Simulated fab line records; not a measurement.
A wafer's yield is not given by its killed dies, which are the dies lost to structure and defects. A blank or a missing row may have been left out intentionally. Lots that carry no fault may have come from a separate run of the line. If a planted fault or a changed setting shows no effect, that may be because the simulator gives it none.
fab line records ; flow sky130
record lots=13; wafers=39; last_day=50
route steps=708 shown FIELD_ISO@14 NWELL@63 VT_ADJUST_LVTN@115 LDD_HVP@286
lots untouched by any fault: they come from a run of this same line in which no faults occurred
start_h: hours from the record's opening day to when the first of the lot's shown wafers began ; wait_h: hours elapsed since this lot's preceding step ; " as in the row above ; L1.1+2: a row that stands for several wafers ; - no value, or no start was given ; * or withheld: withheld ; < > ~ a bound
route shown NAME@n: names a module that has steps shown in the file, with the first one's number in the route ; usual: mean and standard deviation over wafers with no fault ; same: alike in all rows ; chamber/n: place in a boat ; sites: each site's reading ; _std_site: the values' standard deviation ; _edge_site: outer sites' mean less inner sites' ; radius_mm: for every site, how far away it sits from the centre of the wafer ; mask NAME#n: copy n ; behind: tool/chamber where the wafer was last shaped ; hold: reason for holding the lot/hours on hold/outcome of the hold ; device: the transistor (n, p or np) that didn't switch ; end of line: the tests these same wafers got at the end of their route ; where a step has no rows: the recipe by itself ; killed: the dies lost at the first sort to structure and to defects; this is not the yield of the wafer ; map: shows each die of a wafer: x if killed, . if not, _ if none is there
set.NAME: the setting as run; set.NAME@STEP: as run at that earlier step ; model.NAME: the simulator's own value behind a step, which no gauge read
steps of the route over a sample of lots; a table a step, a row a wafer
services: when a tool's chamber went out of use (start_h, in hours from the record's first day, below 0 if earlier), for how many hours, and the reason
## steps
# step SKY_FIELD_ISO_CD_MEAS_13
# recipe target_cd_nm=150
# usual cd_nm=150.2/1.6
lot.wafer;tool;chamber;start_h;wait_h;cd_nm
L819.4;cd_sem-01;-;44.33;-;152.7
L819.5;cd_sem-01;-;44.33;-;151.2
L819.6;cd_sem-01;-;44.33;-;151.7
L818.1;cd_sem-02;-;44.51;-;149.3
L818.3;cd_sem-02;-;44.51;-;148.0
L818.4;cd_sem-02;-;44.51;-;147.8
L817.3;cd_sem-01;-;44.66;-;151.1
L817.4;cd_sem-01;-;44.66;-;149.4
L817.6;cd_sem-01;-;44.66;-;150.4
L821.2;cd_sem-01;-;53.99;-;154.0
L821.4;cd_sem-01;-;53.99;-;153.2
L821.5;cd_sem-01;-;53.99;-;152.7
L822.1;cd_sem-01;-;59.86;-;150.0
L822.2;cd_sem-01;-;59.86;-;150.8
L822.3;cd_sem-01;-;59.86;-;149.5
L823.1;cd_sem-02;-;59.92;-;146.8
L823.2;cd_sem-02;-;59.92;-;147.8
L823.4;cd_sem-02;-;59.92;-;149.7
L824.1;cd_sem-02;-;69.21;-;150.7
L824.2;cd_sem-02;-;69.21;-;151.4
L824.4;cd_sem-02;-;69.21;-;152.4
L825.1;cd_sem-01;-;74.72;-;149.9
L825.4;cd_sem-01;-;74.72;-;149.5
L825.6;cd_sem-01;-;74.72;-;149.4
L833.1;cd_sem-02;-;117.11;-;149.9
L833.2;cd_sem-02;-;117.11;-;152.5
L833.5;cd_sem-02;-;117.11;-;150.6
L835.1;cd_sem-02;-;124.17;-;150.4
L835.2;cd_sem-02;-;124.17;-;149.7
L835.5;cd_sem-02;-;124.17;-;151.1
L836.1;cd_sem-02;-;130.02;-;150.1
L836.2;cd_sem-02;-;130.02;-;149.4
L836.6;cd_sem-02;-;130.02;-;148.9
L837.4;cd_sem-01;-;135.63;-;147.5
L837.5;cd_sem-01;-;135.63;-;147.1
L837.6;cd_sem-01;-;135.63;-;147.8
L838.1;cd_sem-01;-;142.06;-;152.3
L838.4;cd_sem-01;-;142.06;-;150.9
L838.6;cd_sem-01;-;142.06;-;152.4
# step SKY_NWELL_OVL_MEAS_10
# usual NWELL_00_OVL=0.4/1.7
lot.wafer;tool;chamber;start_h;wait_h;NWELL_00_OVL[nm]
L819.4;overlay-01;-;98.32;-;-2.2
L819.5;overlay-01;-;98.32;-;-1.4
L819.6;overlay-01;-;98.32;-;-0.7
L818.1;overlay-02;-;102.42;-;2.8
L818.3;overlay-02;-;102.42;-;1.1
L818.4;overlay-02;-;102.42;-;1.4
L817.3;overlay-02;-;102.93;-;2.4
L817.4;overlay-02;-;102.93;-;2.2
L817.6;overlay-02;-;102.93;-;2.0
L821.2;overlay-01;-;113.77;-;0.8
L821.4;overlay-01;-;113.77;-;1.1
L821.5;overlay-01;-;113.77;-;1.4
L823.1;overlay-02;-;118.71;-;2.7
L823.2;overlay-02;-;118.71;-;0.2
L823.4;overlay-02;-;118.71;-;1.1
L822.1;overlay-01;-;118.92;-;-1.5
L822.2;overlay-01;-;118.92;-;-0.6
L822.3;overlay-01;-;118.92;-;-2.2
L824.1;overlay-02;-;127.26;-;1.0
L824.2;overlay-02;-;127.26;-;0.8
L824.4;overlay-02;-;127.26;-;1.8
L825.1;overlay-02;-;133.87;-;3.1
L825.4;overlay-02;-;133.87;-;1.8
L825.6;overlay-02;-;133.87;-;1.3
L833.1;overlay-01;-;186.20;-;-2.0
L833.2;overlay-01;-;186.20;-;-2.1
L833.5;overlay-01;-;186.20;-;-2.1
L835.1;overlay-02;-;191.20;-;2.7
L835.2;overlay-02;-;191.20;-;0.8
L835.5;overlay-02;-;191.20;-;2.7
L836.1;overlay-02;-;196.80;-;0.6
L836.2;overlay-02;-;196.80;-;-0.1
L836.6;overlay-02;-;196.80;-;-0.5
L837.4;overlay-01;-;205.07;-;2.8
L837.5;overlay-01;-;205.07;-;3.5
L837.6;overlay-01;-;205.07;-;2.7
L838.1;overlay-01;-;211.22;-;1.8
L838.4;overlay-01;-;211.22;-;1.1
L838.6;overlay-01;-;211.22;-;1.4
# step SKY_VT_ADJUST_LVTN_OVL_MEAS_18
# usual VT_ADJUST_LVTN_01_OVL=0.4/1.5
lot.wafer;tool;chamber;start_h;wait_h;VT_ADJUST_LVTN_01_OVL[nm]
L819.4;overlay-01;-;177.43;0.1;1.1
L819.5;overlay-01;-;177.43;0.1;1.4
L819.6;overlay-01;-;177.43;0.1;1.5
L818.1;overlay-01;-;181.02;0.1;-1.1
L818.3;overlay-01;-;181.02;0.1;-0.5
L818.4;overlay-01;-;181.02;0.1;0.0
L817.3;overlay-02;-;181.93;0.1;0.8
L817.4;overlay-02;-;181.93;0.1;-0.2
L817.6;overlay-02;-;181.93;0.1;0.4
L821.2;overlay-02;-;194.58;0.1;0.1
L821.4;overlay-02;-;194.58;0.1;-0.1
L821.5;overlay-02;-;194.58;0.1;-0.7
L823.1;overlay-02;-;200.22;0.1;-2.0
L823.2;overlay-02;-;200.22;0.1;-0.9
L823.4;overlay-02;-;200.22;0.1;-2.9
L822.1;overlay-02;-;201.17;0.1;-0.4
L822.2;overlay-02;-;201.17;0.1;0.0
L822.3;overlay-02;-;201.17;0.1;1.1
L824.1;overlay-02;-;210.37;0.1;-0.7
L824.2;overlay-02;-;210.37;0.1;-1.7
L824.4;overlay-02;-;210.37;0.1;-1.3
L825.1;overlay-02;-;217.77;0.1;-1.2
L825.4;overlay-02;-;217.77;0.1;-2.1
L825.6;overlay-02;-;217.77;0.1;0.4
L833.1;overlay-01;-;276.77;0.1;1.0
L833.2;overlay-01;-;276.77;0.1;1.6
L833.5;overlay-01;-;276.77;0.1;-0.4
L835.1;overlay-01;-;283.92;0.1;0.5
L835.2;overlay-01;-;283.92;0.1;0.4
L835.5;overlay-01;-;283.92;0.1;2.0
L836.1;overlay-01;-;290.92;0.1;3.7
L836.2;overlay-01;-;290.92;0.1;2.5
L836.6;overlay-01;-;290.92;0.1;1.5
L837.4;overlay-01;-;302.85;1.8;-0.4
L837.5;overlay-01;-;302.85;1.8;0.4
L837.6;overlay-01;-;302.85;1.8;2.6
L838.1;overlay-01;-;307.62;0.1;2.2
L838.4;overlay-01;-;307.62;0.1;1.0
L838.6;overlay-01;-;307.62;0.1;2.3
# step SKY_LDD_HVP_IMPLANT_08
# recipe species=B; energy_kev=20; dose_cm2=1.7e+13; tilt_deg=17.9
# usual dose_ions_cm2=1.7e+13/1.8e+10; faraday_current_uA=95.9/1.7
lot.wafer;tool;chamber;start_h;wait_h;dose_ions_cm2;faraday_current_uA
L817.3;implanter-02;0;522.10;0.1;1.7009e+13;95.1
L817.4;implanter-02;0;522.10;0.1;1.7039e+13;93.7
L817.6;implanter-02;0;522.10;0.1;1.7003e+13;96.1
L818.1;implanter-02;0;523.11;0.0;1.7009e+13;97.5
L818.3;implanter-02;0;523.11;0.0;1.7007e+13;95.8
L818.4;implanter-02;0;523.11;0.0;1.6962e+13;94.1
L819.4;implanter-01;0;524.98;0.1;1.6996e+13;98.0
L819.5;implanter-01;0;524.98;0.1;1.7023e+13;97.4
L819.6;implanter-01;0;524.98;0.1;1.6976e+13;95.4
L821.2;implanter-02;0;574.23;0.0;1.7013e+13;95.9
L821.4;implanter-02;0;574.23;0.0;1.701e+13;94.7
L821.5;implanter-02;0;574.23;0.0;1.7033e+13;95.3
L823.1;implanter-01;0;574.56;0.0;1.4757e+13;83.2
L823.2;implanter-01;0;574.56;0.0;1.4762e+13;85.0
L823.4;implanter-01;0;574.56;0.0;1.4735e+13;83.4
L822.1;implanter-04;0;575.76;0.0;1.7016e+13;95.8
L822.2;implanter-04;0;575.76;0.0;1.6988e+13;92.5
L822.3;implanter-04;0;575.76;0.0;1.6981e+13;92.0
L824.1;implanter-01;0;577.05;0.0;1.4773e+13;81.5
L824.2;implanter-01;0;577.05;0.0;1.4749e+13;83.1
L824.4;implanter-01;0;577.05;0.0;1.4786e+13;83.0
L825.1;implanter-02;0;577.41;0.0;1.6985e+13;100.9
L825.4;implanter-02;0;577.41;0.0;1.7008e+13;98.4
L825.6;implanter-02;0;577.41;0.0;1.6978e+13;97.9
L833.1;implanter-01;0;637.35;0.0;1.6993e+13;97.3
L833.2;implanter-01;0;637.35;0.0;1.7012e+13;95.2
L833.5;implanter-01;0;637.35;0.0;1.7011e+13;97.5
L835.1;implanter-02;0;647.05;0.0;1.6999e+13;96.3
L835.2;implanter-02;0;647.05;0.0;1.6978e+13;95.8
L835.5;implanter-02;0;647.05;0.0;1.6995e+13;92.4
L836.1;implanter-01;0;663.65;0.0;1.7001e+13;94.3
L836.2;implanter-01;0;663.65;0.0;1.7025e+13;96.2
L836.6;implanter-01;0;663.65;0.0;1.7009e+13;96.6
L837.4;implanter-02;0;665.92;0.1;1.6987e+13;98.4
L837.5;implanter-02;0;665.92;0.1;1.701e+13;95.7
L837.6;implanter-02;0;665.92;0.1;1.7011e+13;98.5
L838.1;implanter-04;0;678.66;0.0;1.7016e+13;98.4
L838.4;implanter-04;0;678.66;0.0;1.7026e+13;95.5
L838.6;implanter-04;0;678.66;0.0;1.7003e+13;96.9
# step SKY_LDD_HVP_TW_MEAS_10
# usual LDD_HVP_TW=456/3.8
lot.wafer;tool;chamber;start_h;wait_h;LDD_HVP_TW
L817.3;film_metro-01;-;522.32;0.1;460
L817.4;film_metro-01;-;522.32;0.1;458
L817.6;film_metro-01;-;522.32;0.1;458
L818.1;film_metro-02;-;523.36;0.1;453
L818.3;film_metro-02;-;523.36;0.1;452
L818.4;film_metro-02;-;523.36;0.1;452
L819.4;film_metro-01;-;525.18;0.1;459
L819.5;film_metro-01;-;525.18;0.1;459
L819.6;film_metro-01;-;525.18;0.1;458
L821.2;film_metro-02;-;574.50;0.1;450
L821.4;film_metro-02;-;574.50;0.1;449
L821.5;film_metro-02;-;574.50;0.1;454
L823.1;film_metro-01;-;574.81;0.1;433
L823.2;film_metro-01;-;574.81;0.1;434
L823.4;film_metro-01;-;574.81;0.1;435
L822.1;film_metro-01;-;576.01;0.1;457
L822.2;film_metro-01;-;576.01;0.1;458
L822.3;film_metro-01;-;576.01;0.1;458
L824.1;film_metro-03;-;577.30;0.1;437
L824.2;film_metro-03;-;577.30;0.1;440
L824.4;film_metro-03;-;577.30;0.1;442
L825.1;film_metro-02;-;577.66;0.1;453
L825.4;film_metro-02;-;577.66;0.1;454
L825.6;film_metro-02;-;577.66;0.1;452
L833.1;film_metro-01;-;637.60;0.1;461
L833.2;film_metro-01;-;637.60;0.1;459
L833.5;film_metro-01;-;637.60;0.1;460
L835.1;film_metro-02;-;647.30;0.1;452
L835.2;film_metro-02;-;647.30;0.1;455
L835.5;film_metro-02;-;647.30;0.1;452
L836.1;film_metro-02;-;663.90;0.1;454
L836.2;film_metro-02;-;663.90;0.1;454
L836.6;film_metro-02;-;663.90;0.1;454
L837.4;film_metro-01;-;666.13;0.1;456
L837.5;film_metro-01;-;666.13;0.1;458
L837.6;film_metro-01;-;666.13;0.1;457
L838.1;film_metro-01;-;678.91;0.1;457
L838.4;film_metro-01;-;678.91;0.1;460
L838.6;film_metro-01;-;678.91;0.1;456
## services
tool;chamber;start_h;hours;kind
implanter-01;-;550.23;7.0;pm
implanter-02;-;562.60;0.7;repair
implanter-04;-;629.79;3.8;pm
implanter-04;-;646.13;2.7;repair
implanter-02;-;647.66;1.4;repair
## key
first_sign step=SKY_LDD_HVP_IMPLANT_08; reading=dose_ions_cm2; direction=down; sigmas=99+; usual=*; struck=*
effect step=SKY_LDD_HVP_IMPLANT_08; reading=faraday_current_uA; direction=down; sigmas=7.3; usual=95.9; struck=83.2
effect step=SKY_LDD_HVP_TW_MEAS_10; reading=LDD_HVP_TW; direction=down; sigmas=5.1; usual=456; struck=437
met_at SKY_LDD_HVP_IMPLANT_08
struck_lots L823,L824
tester_left_out L823,L824
not_acting_at SKY_FIELD_ISO_CD_MEAS_13,SKY_NWELL_OVL_MEAS_10,SKY_VT_ADJUST_LVTN_OVL_MEAS_18
onset_between 524.98 574.56
fault kind=process_parameter_drift; tool=implanter-01; chamber=-; onset_h=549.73; steps=SKY_LDD_HVP_IMPLANT_08; channel=dose_cm2; offset=*; shape=step; end_h=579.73; acts_in=*; stated=*
# tester_left_out: of these lots the tester's yield and bins aren't shown, on N5 and GAA mostly nor the transistor test; their killed dies are dies lost to structure and defects alone, not to doping, threshold or leakage, so they don't give the yield
